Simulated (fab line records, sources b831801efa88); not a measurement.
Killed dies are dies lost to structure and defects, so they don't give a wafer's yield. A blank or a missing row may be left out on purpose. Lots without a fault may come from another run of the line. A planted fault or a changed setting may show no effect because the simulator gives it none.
fab line records | flow sky130
record lots=15 wafers=45 last_day=51
route steps=708 shown CAP2M@603 METAL4@626
lots that met no fault: from a run of the same line without faults
start_h: hours from the record's first day to the start of the lot's first wafer shown | wait_h: hours since the lot's step before | " the same as in the row above | L1.1+2: a row that stands for several wafers | - no value, or no start given | * or withheld: withheld | < > ~ a bound
route shown NAME@n: a module of which the file shows steps, and the number in the route of the first | usual: mean/standard deviation of fault-free wafers | same: alike in all rows | chamber/n: place in a boat | sites: the reading at each site | _std_site: their standard deviation | _edge_site: outer sites' mean less inner sites' | radius_mm: how far each site lies from the wafer's centre | mask NAME#n: copy n | behind: the tool/chamber that last shaped the wafer | hold: why the lot was held/for how many hours/how that ended | device: the transistor (n, p or np) that didn't switch | end of line: the same wafers' tests at the end of the route | a step without rows: its recipe alone | killed: dies lost to structure and defects at the first sort, not the wafer's yield | map: a wafer's dies, x killed, . not, _ none there
set.NAME: the setting as run; set.NAME@STEP: as run at that earlier step | model.NAME: the simulator's own value behind a step, which no gauge read
steps of the route over a sample of lots; a table a step, a row a wafer
services: from which hour (start_h, from the record's first day; less than 0 if before it) a tool's chamber was out of use, for how many hours, and why
## steps
# step SKY_CAP2M_CVD_00
# recipe material=SiO2 target_thk_nm=15.5 temp_c=400 time_s=withheld rf_w=450
# usual heater_power_w=726/160
# columns lot.wafer tool chamber start_h wait_h heater_power_w
L485.1 pecvd-03 1 916.88 0.0 746
L485.2 " 2 " " 534
L485.4 " 0 " " 814
L486.1 pecvd-02 1 938.50 0.0 632
L486.3 " 0 " " 612
L486.6 " 2 " " 860
L487.3 pecvd-03 2 955.51 0.0 590
L487.4 " 0 " " 809
L487.6 " 2 " " 584
L489.2 pecvd-01 2 957.64 0.0 596
L489.3 " 1 " " 685
L489.5 " 1 " " 708
L488.1 pecvd-01 0 962.30 0.0 1080
L488.4 " 0 " " 1090
L488.5 " 2 " " 563
L491.1 pecvd-03 1 994.43 0.0 678
L491.4 " 2 " " 542
L491.6 " 0 " " 799
L493.2 pecvd-02 1 995.38 0.0 655
L493.3 " 0 " " 687
L493.6 " 0 " " 698
L492.1 pecvd-01 2 998.97 0.0 543
L492.2 " 0 " " 1134
L492.5 " 2 " " 532
L494.1 pecvd-03 2 999.64 0.0 603
L494.2 " 1 " " 637
L494.6 " 0 " " 695
L498.1 pecvd-02 1 1037.72 0.0 760
L498.4 " 2 " " 785
L498.6 " 0 " " 608
L497.1 pecvd-01 1 1038.85 0.0 724
L497.4 " 0 " " 1049
L497.6 " 1 " " 743
L503.3 pecvd-01 0 1048.87 0.0 1144
L503.4 " 0 " " 1106
L503.6 " 2 " " 563
L504.1 pecvd-02 1 1060.01 0.0 735
L504.5 " 2 " " 736
L504.6 " 1 " " 747
L505.1 pecvd-02 0 1069.22 0.0 667
L505.3 " 1 " " 773
L505.4 " 2 " " 780
L508.2 pecvd-02 1 1086.22 0.0 632
L508.5 " 1 " " 649
L508.6 " 0 " " 623
# step SKY_METAL4_EXPOSE_10
# recipe mask_id=MM4 na=0.68 source_shape=annular sigma_inner=0.4 sigma_outer=0.8 target_cd_nm=300 dose_mj=28
# usual exposure_dose_mJ_cm2=27.98/0.086 focus_offset_nm=0.0/0.58 sigma_outer=0.8/0
# columns lot.wafer tool chamber start_h wait_h mask exposure_dose_mJ_cm2 focus_offset_nm sigma_outer
L485.1 krf_scanner-02 0 953.67 - MM4#0 27.94 1.3 0.8
L485.2 " 0 " " MM4#0 27.94 0.8 0.8
L485.4 " 0 " " MM4#0 27.90 1.5 0.8
L486.1 krf_scanner-02 0 975.76 - MM4#0 27.92 -0.2 0.8
L486.3 " 0 " " MM4#0 27.95 -0.7 0.8
L486.6 " 0 " " MM4#0 27.92 -0.1 0.8
L487.3 krf_scanner-01 0 992.30 - MM4#0 28.12 -0.6 0.8
L487.4 " 0 " " MM4#0 28.12 -1.6 0.8
L487.6 " 0 " " MM4#0 28.12 -0.2 0.8
L489.2 krf_scanner-02 0 993.43 - MM4#0 27.92 0.2 0.8
L489.3 " 0 " " MM4#0 27.93 -0.2 0.8
L489.5 " 0 " " MM4#0 27.93 -0.6 0.8
L488.1 krf_scanner-01 0 998.06 - MM4#0 28.13 -0.3 0.8
L488.4 " 0 " " MM4#0 28.12 -0.4 0.8
L488.5 " 0 " " MM4#0 28.14 0.0 0.8
L491.1 krf_scanner-02 0 1029.18 - MM4#0 27.96 -0.3 0.8
L491.4 " 0 " " MM4#0 27.92 -0.4 0.8
L491.6 " 0 " " MM4#0 27.89 -0.6 0.8
L493.2 krf_scanner-01 0 1030.13 - MM4#0 28.14 0.8 0.8
L493.3 " 0 " " MM4#0 28.13 1.1 0.8
L493.6 " 0 " " MM4#0 28.10 0.3 0.8
L492.1 krf_scanner-02 0 1034.32 - MM4#0 27.92 0.1 0.8
L492.2 " 0 " " MM4#0 27.92 -0.2 0.8
L492.5 " 0 " " MM4#0 27.90 -0.3 0.8
L494.1 krf_scanner-02 0 1035.08 - MM4#0 27.93 -0.3 0.8
L494.2 " 0 " " MM4#0 27.92 0.2 0.8
L494.6 " 0 " " MM4#0 27.94 -0.1 0.8
L498.1 krf_scanner-01 0 1069.89 - MM4#0 28.14 0.5 0.8
L498.4 " 0 " " MM4#0 28.07 -0.5 0.8
L498.6 " 0 " " MM4#0 28.13 0.4 0.8
L497.1 krf_scanner-02 0 1071.49 - MM4#0 27.93 0.1 0.8
L497.4 " 0 " " MM4#0 27.92 -0.1 0.8
L497.6 " 0 " " MM4#0 27.96 -0.5 0.8
L503.3 krf_scanner-01 - 1081.20 - MM4#0 - - -
L503.4 " - " " MM4#0 - - -
L503.6 " - " " MM4#0 - - -
L504.1 krf_scanner-02 - 1091.94 - MM4#0 - - -
L504.5 " - " " MM4#0 - - -
L504.6 " - " " MM4#0 - - -
L505.1 krf_scanner-01 - 1101.07 - MM4#0 - - -
L505.3 " - " " MM4#0 - - -
L505.4 " - " " MM4#0 - - -
L508.2 krf_scanner-02 0 1116.99 - MM4#0 27.97 -0.2 0.8
L508.5 " 0 " " MM4#0 27.94 -0.2 0.8
L508.6 " 0 " " MM4#0 27.94 0.8 0.8
# step SKY_METAL4_CD_MEAS_13
# recipe target_cd_nm=300
# usual cd_nm=299.9/1.5
# columns lot.wafer tool chamber start_h wait_h cd_nm
L485.1 cd_sem-01 - 966.21 - 300.6
L485.2 " - " " 300.6
L485.4 " - " " 300.9
L486.1 cd_sem-01 - 987.37 - 300.6
L486.3 " - " " 300.3
L486.6 " - " " 301.6
L487.3 cd_sem-02 - 1003.37 - 300.1
L487.4 " - " " 299.4
L487.6 " - " " 299.8
L489.2 cd_sem-01 - 1003.89 - 299.7
L489.3 " - " " 301.1
L489.5 " - " " 300.6
L488.1 cd_sem-01 - 1009.73 - 297.9
L488.4 " - " " 297.6
L488.5 " - " " 298.5
L491.1 cd_sem-02 - 1041.05 - 301.7
L491.4 " - " " 300.4
L491.6 " - " " 299.9
L493.2 cd_sem-01 - 1041.77 - 302.4
L493.3 " - " " 303.2
L493.6 " - " " 301.7
L492.1 cd_sem-02 - 1045.40 - 299.2
L492.2 " - " " 298.4
L492.5 " - " " 300.2
L494.1 cd_sem-02 - 1046.29 - 300.0
L494.2 " - " " 300.8
L494.6 " - " " 301.0
L498.1 cd_sem-02 - 1080.14 - 300.4
L498.4 " - " " 301.2
L498.6 " - " " 301.5
L497.1 cd_sem-01 - 1081.75 - 298.1
L497.4 " - " " 299.6
L497.6 " - " " 299.9
L503.3 cd_sem-02 - 1091.79 - -
L503.4 " - " " -
L503.6 " - " " -
L504.1 cd_sem-02 - 1101.94 - -
L504.5 " - " " -
L504.6 " - " " -
L505.1 cd_sem-01 - 1111.45 - -
L505.3 " - " " -
L505.4 " - " " -
L508.2 cd_sem-01 - 1127.26 - 302.3
L508.5 " - " " 301.7
L508.6 " - " " 301.0
# step SKY_METAL4_OVL_MEAS_14
# usual METAL4_OVL=1/6
# columns lot.wafer tool chamber start_h wait_h METAL4_OVL[nm]
L485.1 overlay-01 - 966.33 0.1 11
L485.2 " - " " 10
L485.4 " - " " 11
L486.1 overlay-02 - 987.49 0.1 -1
L486.3 " - " " 5
L486.6 " - " " -2
L487.3 overlay-02 - 1003.47 0.1 8
L487.4 " - " " 0
L487.6 " - " " 4
L489.2 overlay-01 - 1003.99 0.1 1
L489.3 " - " " 1
L489.5 " - " " 0
L488.1 overlay-02 - 1009.85 0.1 -3
L488.4 " - " " -6
L488.5 " - " " 0
L491.1 overlay-02 - 1041.17 0.1 3
L491.4 " - " " 0
L491.6 " - " " -1
L493.2 overlay-01 - 1041.87 0.1 -14
L493.3 " - " " -11
L493.6 " - " " -10
L492.1 overlay-01 - 1045.52 0.1 10
L492.2 " - " " 0
L492.5 " - " " 13
L494.1 overlay-02 - 1046.41 0.1 3
L494.2 " - " " 7
L494.6 " - " " -6
L498.1 overlay-02 - 1080.26 0.1 -5
L498.4 " - " " -8
L498.6 " - " " -7
L497.1 overlay-02 - 1081.87 0.1 2
L497.4 " - " " 6
L497.6 " - " " 10
L503.3 overlay-01 - 1091.88 0.1 -
L503.4 " - " " -
L503.6 " - " " -
L504.1 overlay-01 - 1102.06 0.1 -
L504.5 " - " " -
L504.6 " - " " -
L505.1 overlay-01 - 1111.57 0.1 -
L505.3 " - " " -
L505.4 " - " " -
L508.2 overlay-01 - 1127.36 0.1 6
L508.5 " - " " -5
L508.6 " - " " 1
## services
# columns tool chamber start_h hours kind
krf_scanner-01 0 892.99 - calibration
krf_scanner-01 - 904.05 0.8 pm
pecvd-03 - 906.53 2.8 pm
krf_scanner-01 - 907.28 1.0 pm
pecvd-02 1 908.12 5.0 scheduled_down
pecvd-03 - 910.84 3.5 repair
pecvd-03 0 918.61 3.9 repair
pecvd-02 1 930.08 5.5 scheduled_down
pecvd-02 2 944.10 2.1 scheduled_down
krf_scanner-01 - 950.58 1.3 pm
pecvd-02 1 954.44 2.1 scheduled_down
pecvd-03 1 977.01 8.1 repair
pecvd-03 - 993.19 0.8 pm
pecvd-02 2 998.12 5.5 scheduled_down
pecvd-03 - 1001.39 18.6 repair
krf_scanner-02 - 1017.92 1.3 pm
pecvd-03 - 1018.43 1.3 repair
krf_scanner-02 - 1023.06 0.8 pm
krf_scanner-02 - 1026.79 1.0 pm
krf_scanner-01 - 1031.54 4.0 pm
krf_scanner-02 0 1045.42 - calibration
pecvd-01 1 1051.46 5.1 repair
krf_scanner-01 - 1072.85 0.8 pm
krf_scanner-01 - 1076.33 1.0 pm
## key
first_sign step=SKY_METAL4_EXPOSE_10 reading=tool_record direction=missing
effect none on later readings
met_at SKY_METAL4_EXPOSE_10
struck_lots L503,L504,L505
later_rows_left_out L503.3,L503.4,L503.6,L504.1,L504.5,L504.6,L505.1,L505.3,L505.4
sort_left_out L503.3,L503.4,L503.6,L504.1,L504.5,L504.6,L505.1,L505.3,L505.4
not_acting_at SKY_CAP2M_CVD_00,SKY_METAL4_CD_MEAS_13,SKY_METAL4_OVL_MEAS_14
onset_between 1071.49 1081.20
fault kind=skipped_step_whole tool=krf_scanner-01,krf_scanner-02 chamber=- onset_h=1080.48 steps=SKY_METAL4_EXPOSE_10 scope=struck_lots_only
# sort_left_out: the simulated sort isn't trusted on such a fault, so these wafers' sort isn't shown, and their yield isn't known
# later_rows_left_out: the simulator's readings of these wafers behind a module that went badly wrong aren't trusted and aren't shown, but for the sort
